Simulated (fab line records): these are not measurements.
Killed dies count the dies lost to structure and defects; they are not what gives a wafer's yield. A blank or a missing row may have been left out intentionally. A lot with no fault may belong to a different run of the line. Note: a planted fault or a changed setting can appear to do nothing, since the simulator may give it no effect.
fab line records	flow sky130
[record] lots = 7	wafers = 21	lastDay = 50
route steps=708 shown VIA3@591 METAL4@598 CAP2M@603 PAD_OPEN@708
lots untouched by any fault: they come from a run of this same line in which no faults occurred
startH: the number of hours between the record's first day and the start of the first shown wafer of the lot	waitH: time in hours since the lot's previous step	" as in the row above	L1.1+2: a row that stands for several wafers	- value missing, or start not given	* or withheld: withheld	< > ~ a bound
route shown NAME@n: a module of which the file shows steps, and the number in the route of the first	usual: the fault-free wafers' mean and standard deviation	same: alike in all rows	chamber/n: place in a boat	sites: readings site by site	_std_site: their standard deviation	_edge_site: the outer-site mean with the inner-site mean subtracted	radiusMm: for every site, how far away it sits from the centre of the wafer	mask NAME#n: copy n	behind: tool/chamber where the wafer was last shaped	hold: reason for holding the lot/hours on hold/outcome of the hold	device: the transistor (n, p or np) that didn't switch	end of line: the route-end tests of the same wafers	where a step has no rows: the recipe by itself	killed: not the wafer's yield, but the dies lost to structure and defects at the first sort	map: the dies of a wafer, with x for killed, . for not killed, _ for no die there
set.NAME: the setting that was run; set.NAME@STEP: the one run at that earlier step	model.NAME: the simulator's own value behind a step, which no gauge read
lots at selected steps of the route; one table per step, one row per wafer
services: from which hour (startH, from the record's first day; less than 0 if before it) a tool's chamber was out of use, for how many hours, and why
[[steps]]
[step SKY_VIA3_CLEAN_18]
[recipe] chemistry = IPA	timeS = 180	tempC = 25
[step SKY_VIA3_CLEAN_19]
[recipe] chemistry = O3/DIW	dry = n2Spin
[step SKY_VIA3_SPUTTER_20]
[recipe] material = TiN	targetThkNm = 20	chamberPressurePa = 5	powerW = 4000	timeS = 80
[step SKY_VIA3_CVD_21]
[recipe] material = W	targetThkNm = 390	timeS = 117.31	tempC = 400	pressureTorr = 40
[step SKY_VIA3_RS_MEAS_22]
[recipe] thkMeasGauge = four-point-probe	reads = W_of_VIA3_CVD_21+TiN_of_VIA3_SPUTTER_20
[usual] VIA3_W_RS = 0.294/0.0038
lot.wafer	tool	chamber	startH	waitH	VIA3_W_RS[ohm/sq]
L302.1	filmMetro-02	-	964.06	0.1	0.288
L302.4	"	-	"	"	0.293
L302.6	"	-	"	"	0.290
L306.4	filmMetro-02	-	980.34	0.1	0.287
L306.5	"	-	"	"	0.289
L306.6	"	-	"	"	0.291
L311.1	filmMetro-01	-	1017.98	0.1	0.290
L311.3	"	-	"	"	0.291
L311.4	"	-	"	"	0.288
L312.1	filmMetro-01	-	1023.12	0.1	0.296
L312.2	"	-	"	"	0.299
L312.6	"	-	"	"	0.293
L313.3	filmMetro-02	-	1029.49	0.1	0.295
L313.5	"	-	"	"	0.293
L313.6	"	-	"	"	0.291
L319.1	filmMetro-02	-	1061.99	0.1	0.296
L319.4	"	-	"	"	0.299
L319.5	"	-	"	"	0.295
L320.2	filmMetro-03	-	1071.52	0.1	0.296
L320.3	"	-	"	"	0.298
L320.4	"	-	"	"	0.294
[step SKY_VIA3_THK_MEAS_23]
[recipe] thkMeasGauge = xrf	reads = W_of_VIA3_CVD_21
[usual] VIA3_W_THK = 388/6.8
lot.wafer	tool	chamber	startH	waitH	VIA3_W_THK[nm]
L302.1	filmMetro-02	-	964.18	0.1	387
L302.4	"	-	"	"	381
L302.6	"	-	"	"	385
L306.4	filmMetro-02	-	980.43	0.1	390
L306.5	"	-	"	"	387
L306.6	"	-	"	"	388
L311.1	filmMetro-01	-	1018.10	0.1	401
L311.3	"	-	"	"	398
L311.4	"	-	"	"	403
L312.1	filmMetro-01	-	1023.24	0.1	393
L312.2	"	-	"	"	389
L312.6	"	-	"	"	395
L313.3	filmMetro-02	-	1029.59	0.1	381
L313.5	"	-	"	"	382
L313.6	"	-	"	"	386
L319.1	filmMetro-02	-	1062.11	0.1	383
L319.4	"	-	"	"	380
L319.5	"	-	"	"	382
L320.2	filmMetro-03	-	1071.63	0.1	386
L320.3	"	-	"	"	385
L320.4	"	-	"	"	390
[step SKY_VIA3_CMP_24]
[recipe] stopOn = SiO2	tOverpolishS = 20	downForcePsi = 3.5	platenRpm = 60	targetThkNm = 0	padVelocityMS = 0.94248
[usual] motorCurrentA = 10.7/1.1	overpolishRunS = 20.001/0.0082	retainingRingPressureFrac = 1.001/0.005	slurryFlowMlMin = 150.0/0.42	timeToEndpointS = 93/3.8
lot.wafer	tool	chamber	startH	waitH	motorCurrentA	overpolishRunS	retainingRingPressureFrac	slurryFlowMlMin	timeToEndpointS
L302.1	cmp-01	3	964.29	0.1	11.7	20.001	0.999	150.1	101
L302.4	"	0	"	"	8.9	20.003	1.007	149.6	92
L302.6	"	3	"	"	11.9	19.996	0.996	150.1	102
L306.4	cmp-01	1	980.56	0.1	11.3	20.000	0.996	150.5	94
L306.6	"	3	"	"	11.7	20.011	0.999	149.6	97
L306.5	"	0	"	"	9.1	19.986	1.009	150.3	94
L311.1	cmp-01	2	1018.41	0.3	12.1	19.978	1.005	149.7	87
L311.3	"	3	"	"	12.1	20.005	0.998	150.2	98
L311.4	"	0	"	"	9.2	20.007	1.005	149.8	89
L312.1	cmp-02	2	1023.40	0.1	11.3	20.010	1.001	150.4	87
L312.2	"	3	"	"	10.4	20.006	1.005	150.0	94
L312.6	"	1	"	"	10.2	19.991	1.008	149.1	95
L313.3	cmp-01	0	1029.63	0.0	9.2	20.005	0.998	149.2	95
L313.5	"	0	"	"	8.3	19.998	0.997	149.6	95
L313.6	"	1	"	"	11.1	19.998	1.008	150.1	93
L319.1	cmp-02	3	1062.27	0.1	9.9	20.012	1.008	149.3	98
L319.4	"	0	"	"	9.4	20.004	0.994	149.8	88
L319.5	"	2	"	"	11.4	20.003	0.995	149.8	92
L320.4	cmp-01	2	1071.73	0.1	11.7	19.996	1.002	149.6	91
L320.2	"	3	"	"	11.2	20.000	0.996	150.0	96
L320.3	"	0	"	"	9.1	19.998	1.009	149.7	90
[step SKY_METAL4_SPUTTER_00]
[recipe] material = Ti	targetThkNm = 15	powerW = 3000	timeS = 10	chamberPressurePa = 0.4
[step SKY_METAL4_SPUTTER_01]
[recipe] material = TiN	targetThkNm = 20	powerW = 6500	timeS = 16.7	chamberPressurePa = 0.4
[step SKY_METAL4_SPUTTER_02]
[recipe] material = AlCu	targetThkNm = 735	powerW = 10600	timeS = 39.1	chamberPressurePa = 0.4
[usual] throttleValvePct = 30.1/1.2
lot.wafer	tool	chamber	startH	waitH	throttleValvePct
L302.1	pvdSputter-02	-	964.59	0.0	31.3
L302.4	"	-	"	"	29.3
L302.6	"	-	"	"	29.4
L306.4	pvdSputter-04	-	980.80	0.0	31.3
L306.5	"	-	"	"	30.8
L306.6	"	-	"	"	32.7
L311.1	pvdSputter-01	-	1018.76	0.0	28.5
L311.3	"	-	"	"	30.6
L311.4	"	-	"	"	29.0
L312.1	pvdSputter-01	-	1023.65	0.0	29.6
L312.2	"	-	"	"	30.4
L312.6	"	-	"	"	30.0
L313.3	pvdSputter-04	-	1029.98	0.0	33.1
L313.5	"	-	"	"	30.8
L313.6	"	-	"	"	33.1
L319.1	pvdSputter-01	-	1062.52	0.0	29.6
L319.4	"	-	"	"	28.7
L319.5	"	-	"	"	28.9
L320.2	pvdSputter-01	-	1072.03	0.0	28.9
L320.3	"	-	"	"	30.6
L320.4	"	-	"	"	29.7
[step SKY_METAL4_SPUTTER_03]
[recipe] material = Ti	targetThkNm = 5	powerW = 3000	timeS = 3.3	chamberPressurePa = 0.4
[step SKY_METAL4_SPUTTER_04]
[recipe] material = TiN	targetThkNm = 70	powerW = 6500	timeS = 58.3	chamberPressurePa = 0.4
[step SKY_CAP2M_CVD_00]
[recipe] material = SiO2	targetThkNm = 15.5	tempC = 400	timeS = withheld	rfW = 450
[usual] heaterPowerW = 756/78
lot.wafer	tool	chamber	startH	waitH	heaterPowerW
L302.1	pecvd-02	1	964.70	0.0	767
L302.4	"	0	"	"	709
L302.6	"	1	"	"	784
L306.4	pecvd-01	2	980.92	0.0	828
L306.5	"	0	"	"	771
L306.6	"	1	"	"	851
L311.1	pecvd-01	2	1018.87	0.0	804
L311.3	"	1	"	"	853
L311.4	"	0	"	"	738
L312.1	pecvd-01	0	1023.75	0.0	763
L312.2	"	1	"	"	738
L312.6	"	1	"	"	749
L313.3	pecvd-01	2	1030.08	0.0	799
L313.5	"	2	"	"	799
L313.6	"	0	"	"	750
L319.1	pecvd-03	0	1062.63	0.0	670
L319.4	"	0	"	"	674
L319.5	"	0	"	"	665
L320.2	pecvd-03	1	1072.14	0.0	815
L320.3	"	2	"	"	733
L320.4	"	0	"	"	560
[step SKY_CAP2M_THK_MEAS_01]
[recipe] reads = SiO2_of_CAP2M_CVD_00
[usual] CAP2M_CVD_00_THK = 15.37/0.19
lot.wafer	tool	chamber	startH	waitH	CAP2M_CVD_00_THK[nm]
L302.1	filmMetro-03	-	964.72	-	15.13
L302.4	"	-	"	"	15.53
L302.6	"	-	"	"	15.60
L306.4	filmMetro-04	-	980.96	-	15.26
L306.5	"	-	"	"	15.34
L306.6	"	-	"	"	15.28
L311.1	filmMetro-04	-	1018.89	-	15.21
L311.3	"	-	"	"	15.49
L311.4	"	-	"	"	15.27
L312.1	filmMetro-02	-	1023.78	-	15.49
L312.2	"	-	"	"	15.37
L312.6	"	-	"	"	15.71
L313.3	filmMetro-02	-	1030.12	-	15.16
L313.5	"	-	"	"	15.43
L313.6	"	-	"	"	15.26
L319.1	filmMetro-04	-	1062.66	-	14.89
L319.4	"	-	"	"	15.34
L319.5	"	-	"	"	15.41
L320.2	filmMetro-04	-	1072.17	-	15.55
L320.3	"	-	"	"	15.40
L320.4	"	-	"	"	15.51
[step SKY_CAP2M_SPUTTER_02]
[recipe] material = TiN	targetThkNm = 200	tempC = 300	powerW = 6500	timeS = 166.7	chamberPressurePa = 0.4
[usual] throttleValvePct = 30.3/1
lot.wafer	tool	chamber	startH	waitH	throttleValvePct
L302.1	pvdSputter-03	-	964.78	0.1	32.2
L302.4	"	-	"	"	29.1
L302.6	"	-	"	"	32.6
L306.4	pvdSputter-02	-	980.99	0.0	30.4
L306.5	"	-	"	"	30.4
L306.6	"	-	"	"	29.1
L311.1	pvdSputter-03	-	1018.95	0.1	29.5
L311.3	"	-	"	"	30.1
L311.4	"	-	"	"	32.2
L312.1	pvdSputter-03	-	1023.84	0.1	32.2
L312.2	"	-	"	"	30.1
L312.6	"	-	"	"	31.4
L313.3	pvdSputter-01	-	1030.16	0.0	30.0
L313.5	"	-	"	"	30.6
L313.6	"	-	"	"	29.0
L319.1	pvdSputter-02	-	1062.72	0.1	30.0
L319.4	"	-	"	"	29.8
L319.5	"	-	"	"	30.2
L320.2	pvdSputter-02	-	1072.22	0.0	29.1
L320.3	"	-	"	"	30.3
L320.4	"	-	"	"	30.2
[step SKY_CAP2M_RS_MEAS_03]
[recipe] thkMeasGauge = four-point-probe	reads = TiN_of_CAP2M_SPUTTER_02
[usual] CAP2M_TIN_RS = 6.92/0.081
lot.wafer	tool	chamber	startH	waitH	CAP2M_TIN_RS[ohm/sq]
L302.1	filmMetro-03	-	964.89	0.1	6.94
L302.4	"	-	"	"	6.86
L302.6	"	-	"	"	6.92
L306.4	filmMetro-03	-	981.16	0.1	6.96
L306.5	"	-	"	"	6.90
L306.6	"	-	"	"	6.99
L311.1	filmMetro-03	-	1019.06	0.1	6.88
L311.3	"	-	"	"	6.93
L311.4	"	-	"	"	6.91
L312.1	filmMetro-04	-	1023.95	0.1	6.82
L312.2	"	-	"	"	6.95
L312.6	"	-	"	"	6.81
L313.3	filmMetro-02	-	1030.31	0.1	6.87
L313.5	"	-	"	"	6.87
L313.6	"	-	"	"	6.91
L319.1	filmMetro-02	-	1062.83	0.1	7.00
L319.4	"	-	"	"	7.11
L319.5	"	-	"	"	7.15
L320.2	filmMetro-03	-	1072.35	0.1	7.07
L320.3	"	-	"	"	6.91
L320.4	"	-	"	"	7.04
[step SKY_CAP2M_THK_MEAS_04]
[recipe] thkMeasGauge = xrf	reads = TiN_of_CAP2M_SPUTTER_02
[usual] CAP2M_TIN_THK = 203.7/2.9
lot.wafer	tool	chamber	startH	waitH	CAP2M_TIN_THK[nm]
L302.1	filmMetro-03	-	965.01	0.1	201.4
L302.4	"	-	"	"	205.0
L302.6	"	-	"	"	201.8
L306.4	filmMetro-03	-	981.25	0.1	200.8
L306.5	"	-	"	"	203.2
L306.6	"	-	"	"	201.0
L311.1	filmMetro-03	-	1019.18	0.1	204.3
L311.3	"	-	"	"	203.3
L311.4	"	-	"	"	203.0
L312.1	filmMetro-04	-	1024.07	0.1	206.7
L312.2	"	-	"	"	205.2
L312.6	"	-	"	"	206.6
L313.3	filmMetro-02	-	1030.41	0.1	206.1
L313.5	"	-	"	"	206.7
L313.6	"	-	"	"	205.1
L319.1	filmMetro-02	-	1062.95	0.1	202.2
L319.4	"	-	"	"	199.3
L319.5	"	-	"	"	197.5
L320.2	filmMetro-03	-	1072.46	0.1	197.6
L320.3	"	-	"	"	201.8
L320.4	"	-	"	"	198.5
[step SKY_CAP2M_DEHYDRATE_05]
[recipe] tempC = 200	timeS = 60
[step SKY_CAP2M_HMDS_06]
[recipe] primeTimeS = 60	primeTempC = 120
[step SKY_CAP2M_COAT_07]
[recipe] resist = NOVOLAK	spinRpm = 3000	resistThkNm = 1140
[step SKY_CAP2M_SOFTBAKE_08]
[recipe] tempC = 90	timeS = 60	resist = NOVOLAK
[step SKY_CAP2M_EXPOSE_09]
[recipe] maskId = CAP2M	na = 0.6	sourceShape = conventional	sigmaOuter = 0.6	polarization = unpolarized	targetCdNm = 1000	doseMj = 159
[step SKY_CAP2M_PEB_10]
[recipe] tempC = withheld	timeS = *	resist = NOVOLAK
[step SKY_CAP2M_DEVELOP_11]
[recipe] resist = NOVOLAK	developer = TMAH	developTimeS = 60	devTempC = 23
[step SKY_CAP2M_OVL_MEAS_12]
[usual] CAP2M_OVL = -0.4/1.1
lot.wafer	tool	chamber	startH	waitH	CAP2M_OVL[nm]
L302.1	overlay-02	-	988.08	0.1	0.0
L302.4	"	-	"	"	0.9
L302.6	"	-	"	"	0.1
L306.4	overlay-02	-	1004.25	0.1	-2.5
L306.5	"	-	"	"	0.8
L306.6	"	-	"	"	-0.2
L311.1	overlay-01	-	1041.23	0.1	-1.4
L311.3	"	-	"	"	-1.1
L311.4	"	-	"	"	1.5
L312.1	overlay-01	-	1046.14	0.1	0.5
L312.2	"	-	"	"	-0.6
L312.6	"	-	"	"	-0.3
L313.3	overlay-01	-	1051.76	0.1	-0.5
L313.5	"	-	"	"	-0.1
L313.6	"	-	"	"	-0.4
L319.1	overlay-01	-	1084.09	0.1	1.6
L319.4	"	-	"	"	-2.0
L319.5	"	-	"	"	-1.7
L320.2	overlay-01	-	1093.02	0.1	-1.3
L320.3	"	-	"	"	2.0
L320.4	"	-	"	"	0.5
[step SKY_CAP2M_METAL_ETCH_13]
[recipe] targetDepthNm = 220	stopOn = SiO2	chemistry = Cl2/BCl3	target = TiN	pressureMtorr = 10	icpW = 900	biasW = 48.5	Cl2_flow_sccm = 60	bcl3FlowSccm = 30	timeS = 62.9
[usual] drypumpMotorCurrentA = 5.8/0.43	oesProductAu = 0.940/0.0082	throttleValvePct = 21.903/0.0097
lot.wafer	tool	chamber	startH	waitH	drypumpMotorCurrentA	oesProductAu	rfHoursCounterH	throttleValvePct
L302.1	rieMetal-04	1	988.11	0.0	6.0	0.942	15	21.903
L302.4	"	0	"	"	6.5	0.949	-	21.895
L302.6	"	0	"	"	6.6	0.939	-	21.917
L306.4	rieMetal-02	0	1004.29	0.0	5.1	0.940	-	21.920
L306.5	"	0	"	"	5.2	0.949	-	21.904
L306.6	"	1	"	"	5.8	0.934	-	21.899
L311.1	rieMetal-04	1	1041.26	0.0	6.0	0.937	18	21.894
L311.3	"	1	"	"	6.0	0.936	-	21.915
L311.4	"	0	"	"	6.5	0.932	-	21.900
L312.1	rieMetal-04	1	1046.18	0.0	6.0	0.957	18	21.898
L312.2	"	0	"	"	6.5	0.934	5	21.908
L312.6	"	0	"	"	6.5	0.946	-	21.883
L313.3	rieMetal-01	0	1051.83	0.1	5.5	0.947	-	21.904
L313.5	"	0	"	"	5.5	0.946	-	21.898
L313.6	"	0	"	"	5.6	0.938	-	21.885
L319.1	rieMetal-04	1	1084.13	0.0	6.0	0.936	21	21.902
L319.4	"	0	"	"	6.5	0.931	-	21.911
L319.5	"	1	"	"	6.1	0.918	-	21.930
L320.2	rieMetal-01	0	1093.05	0.0	5.6	0.930	17	21.905
L320.3	"	0	"	"	5.6	0.942	-	21.910
L320.4	"	1	"	"	5.6	0.929	-	21.896
[step SKY_CAP2M_STRIP_14]
[recipe] chemistry = O2/N2	powerW = 1400	pressureMtorr = 1500	platenTempC = withheld	o2FlowSccm = 3000	n2FlowSccm = 300	overashFraction = 0.5
[step SKY_CAP2M_STRIP_15]
[recipe] chemistry = postEtchResidueRemover	timeS = 1200	tempC = 72.5
[step SKY_CAP2M_CLEAN_16]
[recipe] chemistry = IPA	timeS = 180	tempC = 25
[step SKY_CAP2M_CLEAN_17]
[recipe] chemistry = O3/DIW	dry = n2Spin
[step SKY_METAL4_DEHYDRATE_05]
[recipe] tempC = 200	timeS = 60
[step SKY_METAL4_HMDS_06]
[recipe] primeTimeS = 60	primeTempC = 120
[step SKY_METAL4_COAT_07]
[recipe] resist = BARC	tempC = withheld	timeS = withheld	spinRpm = 3000	resistThkNm = 60
[step SKY_METAL4_COAT_08]
[recipe] resist = KrF-thick	spinRpm = 3000	resistThkNm = 1140
[step SKY_METAL4_SOFTBAKE_09]
[recipe] tempC = 100	timeS = 90	resist = KrF-thick
[step SKY_METAL4_EXPOSE_10]
[recipe] maskId = MM4	na = 0.68	sourceShape = annular	sigmaInner = 0.4	sigmaOuter = 0.8	targetCdNm = 300	doseMj = 28
[step SKY_METAL4_PEB_11]
[recipe] pebTempC = withheld	pebTimeS = withheld	resist = KrF-thick
[step SKY_METAL4_DEVELOP_12]
[recipe] developTimeS = 60	resist = KrF-thick	devTempC = 21
[step SKY_METAL4_CD_MEAS_13]
[recipe] targetCdNm = 300
[usual] cdNm = 299.6/1.4
lot.wafer	tool	chamber	startH	waitH	cdNm
L302.1	cdSem-01	-	1011.99	-	298.7
L302.4	"	-	"	"	297.9
L302.6	"	-	"	"	297.6
L306.4	cdSem-01	-	1027.80	-	298.6
L306.5	"	-	"	"	300.4
L306.6	"	-	"	"	300.8
L311.1	cdSem-01	-	1063.64	-	297.8
L311.3	"	-	"	"	295.5
L311.4	"	-	"	"	295.9
L312.1	cdSem-02	-	1068.39	-	298.0
L312.2	"	-	"	"	298.7
L312.6	"	-	"	"	298.7
L313.3	cdSem-01	-	1073.18	-	300.9
L313.5	"	-	"	"	299.2
L313.6	"	-	"	"	299.8
L319.1	cdSem-01	-	1105.18	-	298.6
L319.4	"	-	"	"	298.9
L319.5	"	-	"	"	298.6
L320.2	cdSem-01	-	1114.11	-	301.3
L320.3	"	-	"	"	300.8
L320.4	"	-	"	"	300.7
[step SKY_METAL4_OVL_MEAS_14]
[usual] METAL4_OVL = 3/6.3
lot.wafer	tool	chamber	startH	waitH	METAL4_OVL[nm]
L302.1	overlay-01	-	1012.11	0.1	14
L302.4	"	-	"	"	12
L302.6	"	-	"	"	11
L306.4	overlay-02	-	1027.88	0.1	-4
L306.5	"	-	"	"	-4
L306.6	"	-	"	"	0
L311.1	overlay-02	-	1063.76	0.1	3
L311.3	"	-	"	"	7
L311.4	"	-	"	"	16
L312.1	overlay-02	-	1068.51	0.1	4
L312.2	"	-	"	"	1
L312.6	"	-	"	"	2
L313.3	overlay-01	-	1073.28	0.1	-1
L313.5	"	-	"	"	3
L313.6	"	-	"	"	3
L319.1	overlay-02	-	1105.30	0.1	-3
L319.4	"	-	"	"	-16
L319.5	"	-	"	"	-12
L320.2	overlay-01	-	1114.22	0.1	-1
L320.3	"	-	"	"	-7
L320.4	"	-	"	"	1
[step SKY_METAL4_DESCUM_15]
[recipe] chemistry = O2	sourcePowerW = 150	biasPowerW = 0	pressureMtorr = 10	tempC = 40	timeS = 8
[step SKY_METAL4_ETCH_16]
[recipe] chemistry = N2/H2	target = BARC	ionEnergyEv = 200	biasW = 100	pressureMtorr = 30	n2FlowSccm = 100	h2FlowSccm = 200	icpW = 500	stopOn = SiO2	timeS = 88.2	targetDepthA = 600
[usual] drypumpMotorCurrentA = 5.9/0.56	oesProductAu = 0.625/0.0046	throttleValvePct = 13.205/0.0089
lot.wafer	tool	chamber	startH	waitH	drypumpMotorCurrentA	oesProductAu	rfHoursCounterH	throttleValvePct
L302.1	rieMetal-04	1	1012.18	0.0	6.1	0.621	16	13.185
L302.4	"	0	"	"	6.5	0.625	-	13.207
L302.6	"	1	"	"	6.1	0.632	-	13.213
L306.4	rieMetal-04	1	1027.96	0.0	6.0	0.627	-	13.191
L306.5	"	0	"	"	6.5	0.623	-	13.186
L306.6	"	1	"	"	6.0	0.624	-	13.201
L311.1	rieMetal-04	1	1063.83	0.0	6.0	0.629	19	13.217
L311.3	"	0	"	"	6.5	0.630	-	13.217
L311.4	"	1	"	"	6.0	0.620	-	13.199
L312.1	rieMetal-03	1	1068.59	0.0	5.4	0.617	16	13.217
L312.2	"	0	"	"	4.9	0.627	10	13.207
L312.6	"	0	"	"	4.9	0.623	-	13.213
L313.3	rieMetal-04	1	1073.36	0.0	6.0	0.627	-	13.192
L313.5	"	1	"	"	6.0	0.626	-	13.208
L313.6	"	0	"	"	6.5	0.624	-	13.215
L319.1	rieMetal-02	1	1105.40	0.1	5.8	0.625	14	13.213
L319.4	"	1	"	"	5.8	0.626	-	13.201
L319.5	"	1	"	"	5.8	0.621	-	13.218
L320.2	rieMetal-04	1	1114.28	0.0	6.0	0.623	23	13.211
L320.3	"	0	"	"	6.5	0.631	-	13.187
L320.4	"	1	"	"	6.1	0.625	-	13.185
[step SKY_PAD_OPEN_PROBE_99]
lot.wafer	tool	chamber	startH	waitH	model.etest.pfet_01v8.rOnOhmUm	model.etest.pfetG5v0d10v5.rOnOhmUm	model.etest.pfet_01v8.driveUaUm	model.etest.sramPfetLatch.driveUaUm	model.etest.pfet_01v8_hvt.driveUaUm	model.etest.pfet_01v8_mvt.driveUaUm	model.etest.pfet_01v8_lvt.driveUaUm	model.etest.pfetG5v0d10v5.driveUaUm
L302.1	prober-01	-	1105.05	0.1	2961	4803	188.4	136.5	138.6	151.6	172.2	340.7
L302.4	prober-01	-	1105.20	0.2	2905	4716	192.2	140.3	143.7	155.3	173.3	344.6
L302.6	prober-01	-	1105.30	0.2	2956	4814	186.3	141.1	140.2	150.4	170.2	340.1
L306.4	prober-01	-	1119.08	0.2	2837	4780	198.1	146.5	148.6	155.4	175.4	336.7
L306.5	prober-01	-	1119.13	0.2	2793	4716	200.1	146.6	150.5	157.3	176.4	341.6
L306.6	prober-01	-	1119.18	0.2	2852	4780	196.9	152.1	146.5	154.9	174.4	342.5
L311.1	prober-01	-	1150.45	0.1	4335	4878	125	92.32	88.82	116.5	150.9	339.2
L311.3	prober-01	-	1150.55	0.2	4286	4849	124.1	87.96	89.79	118.3	153.9	336
L311.4	prober-01	-	1150.60	0.2	4437	4844	121	84.09	86.92	116.1	153.3	337.7
L312.1	prober-02	-	1154.67	0.1	4197	4928	128.5	94.6	94.55	121.8	154.1	331.9
L312.2	prober-02	-	1154.72	0.1	4189	4896	130	98.07	95.48	123	156.6	336.1
L312.6	prober-02	-	1154.92	0.2	4265	4955	128.2	95.39	93.57	121.2	153.2	329.7
L313.3	prober-01	-	1157.60	0.2	3827	4846	147	104.1	106.5	132.3	159.2	338.6
L313.5	prober-01	-	1157.70	0.2	3898	4817	141.1	103.3	103	129.8	157.7	343.6
L313.6	prober-01	-	1157.75	0.2	3802	4831	146.9	106.2	106.2	132.2	156.7	340.2
L319.1	prober-01	-	1185.10	0.1	2750	4661	204.5	152.2	153.2	160.3	178.4	347.5
L319.4	prober-01	-	1185.25	0.2	2760	4591	203.9	157	151.6	159.1	180.7	351.2
L319.5	prober-01	-	1185.30	0.2	2783	4698	202	155.8	150	157.4	176.3	345.9
L320.2	prober-02	-	1191.45	0.1	2814	4653	200.2	152.5	149	159.3	178.3	349.9
L320.3	prober-02	-	1191.50	0.2	2777	4698	203.2	152.2	153.5	160.5	177.2	349.7
L320.4	prober-02	-	1191.55	0.2	2903	4776	194.6	144.1	144.4	155.9	173.8	339.7
// killed by level:class
L302.1 CONTACT:geometricParticle:open=11 LI_CONTACT:geometricParticle:open=8 CONTACT:geometricParticle:short=8 VIA1:geometricParticle:short=6 VIA2:geometricParticle:open=6 METAL1:geometricParticle:short=4 METAL2:geometricParticle:short=4 VIA3:geometricParticle:short=4
L302.4 CONTACT:geometricParticle:open=11 VIA2:geometricParticle:open=8 VIA1:geometricParticle:open=5 FIELD_ISO:geometricParticle:short=4 LI_CONTACT:geometricParticle:open=4 LOCAL_INTERCONNECT:geometricParticle:short=4 METAL1:geometricParticle:short=4 METAL3:geometricParticle:short=4
L302.6 LI_CONTACT:geometricParticle:open=10 VIA1:geometricParticle:open=9 CONTACT:geometricParticle:open=7 METAL1:geometricParticle:short=5 FIELD_ISO:geometricParticle:open=4 LOCAL_INTERCONNECT:geometricParticle:short=4 VIA1:geometricParticle:short=4 VIA2:geometricParticle:short=4
L306.4 CONTACT:geometricParticle:open=11 VIA1:geometricParticle:open=8 POLY_GATE:geometricParticle:open=8 LI_CONTACT:geometricParticle:open=8 VIA3:geometricParticle:open=7 VIA1:geometricParticle:short=6 LOCAL_INTERCONNECT:geometricParticle:short=4 LI_CONTACT:geometricParticle:short=4
L306.5 CONTACT:geometricParticle:open=8 METAL1:geometricParticle:short=6 VIA3:geometricParticle:open=6 CONTACT:geometricParticle:short=5 METAL2:geometricParticle:short=5 VIA2:geometricParticle:short=5 FIELD_ISO:geometricParticle:open=4 LI_CONTACT:geometricParticle:open=4
L306.6 CONTACT:geometricParticle:open=9 LOCAL_INTERCONNECT:geometricParticle:short=7 VIA2:geometricParticle:open=7 VIA1:geometricParticle:open=6 FIELD_ISO:geometricParticle:short=5 POLY_GATE:geometricParticle:short=4 LI_CONTACT:geometricParticle:open=4 LI_CONTACT:geometricParticle:short=4
L319.1 CONTACT:geometricParticle:open=11 VIA1:geometricParticle:open=8 LOCAL_INTERCONNECT:geometricParticle:short=7 VIA3:geometricParticle:open=7 CONTACT:geometricParticle:short=6 LI_CONTACT:geometricParticle:open=5 METAL2:geometricParticle:short=4 FIELD_ISO:geometricParticle:open=3
L319.4 VIA2:geometricParticle:open=9 VIA1:geometricParticle:open=8 CONTACT:geometricParticle:short=7 FIELD_ISO:geometricParticle:short=6 FIELD_ISO:geometricParticle:open=5 LOCAL_INTERCONNECT:geometricParticle:short=5 LI_CONTACT:geometricParticle:open=5 VIA1:geometricParticle:short=5
L319.5 VIA1:geometricParticle:open=8 FIELD_ISO:geometricParticle:open=7 CONTACT:geometricParticle:open=7 VIA1:geometricParticle:short=7 LI_CONTACT:geometricParticle:open=6 FIELD_ISO:geometricParticle:short=4 VIA2:geometricParticle:open=4 POLY_GATE:geometricParticle:short=3
L320.2 VIA1:geometricParticle:open=12 CONTACT:geometricParticle:open=11 FIELD_ISO:geometricParticle:short=10 LI_CONTACT:geometricParticle:open=9 METAL2:geometricParticle:short=7 METAL1:geometricParticle:short=6 VIA2:geometricParticle:open=5 VIA3:geometricParticle:open=5
L320.3 VIA1:geometricParticle:open=15 CONTACT:geometricParticle:open=9 METAL2:geometricParticle:short=9 VIA2:geometricParticle:open=9 VIA3:geometricParticle:open=8 LI_CONTACT:geometricParticle:open=6 POLY_GATE:geometricParticle:open=5 CONTACT:geometricParticle:short=5
L320.4 VIA1:geometricParticle:open=12 CONTACT:geometricParticle:open=10 VIA2:geometricParticle:open=8 FIELD_ISO:geometricParticle:short=6 METAL2:geometricParticle:short=6 POLY_GATE:geometricParticle:short=5 METAL3:geometricParticle:short=5 FIELD_ISO:geometricParticle:open=4
[[services]]
tool	chamber	startH	hours	kind
pvdSputter-01	-	944.64	1.7	repair
pecvd-03	-	964.93	67.5	repair
cmp-02	-	967.84	20.3	repair
rieMetal-01	-	990.28	0.9	repair
cmp-01	-	992.94	3.9	pm
rieMetal-02	-	994.70	0.3	repair
pvdSputter-03	-	994.82	4.9	repair
rieMetal-01	-	1003.12	2.8	pm
pecvd-03	0	1003.24	8.7	repair
pvdSputter-04	-	1009.03	2.0	repair
pecvd-03	2	1016.55	26.1	repair
rieMetal-01	-	1024.30	0.3	repair
pecvd-01	1	1032.69	24.3	repair
rieMetal-01	1	1049.29	3.8	repair
cmp-02	-	1056.39	1.4	repair
pecvd-03	-	1058.84	0.3	repair
rieMetal-02	-	1062.03	1.7	repair
rieMetal-01	1	1066.39	1.5	repair
pecvd-01	1	1069.38	10.3	repair
rieMetal-02	-	1083.03	1.4	pm
cmp-02	-	1084.00	4.0	pm
cmp-02	-	1100.67	0.4	repair
pvdSputter-02	-	1101.41	7.9	repair
pvdSputter-03	-	1106.47	5.0	repair
[[key]]
firstSign none at tools or gauges
[modelEffect] step = SKY_PAD_OPEN_PROBE_99	value = etest.pfet_01v8.rOnOhmUm	without = 2896	struck = 4137
metAt SKY_CAP2M_CVD_00
struckWafers L311.1,L311.3,L311.4,L312.1,L312.2,L312.6,L313.3,L313.5,L313.6
sortLeftOut L311.1,L311.3,L311.4,L312.1,L312.2,L312.6,L313.3,L313.5,L313.6
testerLeftOut L311,L312,L313
onsetBetween 980.92 1018.87
[earlierFault] kind = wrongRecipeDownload	tool = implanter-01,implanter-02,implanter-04	chamber = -	onsetH = 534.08	steps = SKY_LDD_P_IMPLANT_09	wrongRecipe.notListed = 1
[fault] kind = chamberParticleSource	tool = pecvd-01	chamber = -	onsetH = 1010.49	steps = SKY_CAP2M_CVD_00	ratePerVisitCm2 = 0.45568
// testerLeftOut: of these lots the tester's yield and bins aren't shown, on N5 and GAA mostly nor the transistor test; their killed dies are dies lost to structure and defects alone, not to doping, threshold or leakage, so they don't give the yield
// sortLeftOut: the simulated sort isn't trusted on such a fault, so these wafers' sort isn't shown, and their yield isn't known
